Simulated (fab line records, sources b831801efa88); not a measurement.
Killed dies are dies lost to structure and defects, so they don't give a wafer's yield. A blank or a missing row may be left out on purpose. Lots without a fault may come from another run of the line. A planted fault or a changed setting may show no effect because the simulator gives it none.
Chamber matching | flow sky130 | SKY_PASSIVATION_CVD_00 on pecvd-01: 3 sister chambers
The step deposits SiO2, target thk 90 nm. 3 wafers are shown with their chamber, then 10 later ones without.

WAFERS WITH THEIR CHAMBER
wafer  | chamber | heater_power_w (W)
L083.1 | 0       | 533
L090.1 | 2       | 519
L090.3 | 1       | 608

WAFERS WITHOUT THEIR CHAMBER
wafer  | heater_power_w (W)
L090.6 | 517
L092.2 | 548
L092.3 | 653
L092.5 | 529
L096.1 | 571
L096.4 | 565
L096.5 | 601
L097.1 | 540
L097.4 | 546
L097.6 | 651

WHICH CHAMBER EACH WENT THROUGH
wafer  | from the rows above          | in truth
L090.6 | can't be placed: 2 or 0      | 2
L092.2 | can't be placed: 0 or 2 or 1 | 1
L092.3 | 1                            | 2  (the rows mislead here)
L092.5 | can't be placed: 0 or 2      | 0
L096.1 | can't be placed: 1 or 0 or 2 | 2
L096.4 | can't be placed: 0 or 1 or 2 | 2
L096.5 | 1                            | 1
L097.1 | can't be placed: 0 or 2      | 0
L097.4 | can't be placed: 0 or 2 or 1 | 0
L097.6 | 1                            | 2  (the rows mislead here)
Placed correctly: 1 of 10. Can't be placed from these rows: 7 (the true chamber is among the candidates in 7). Placed wrongly: 2.
How it was worked out, from the rows above alone: a wafer's distance from a chamber is the root of the sum, over the readings, of the square of ((its reading less the chamber's mean) divided by the reading's scatter). The wafer belongs to the nearest chamber; if the next one is less than 2 further off, it can't be placed. A chamber's mean is the mean of its shown wafers. The scatter: with one shown wafer a chamber, the root of the mean of the squares of how far each hidden wafer lies from its nearest shown one.
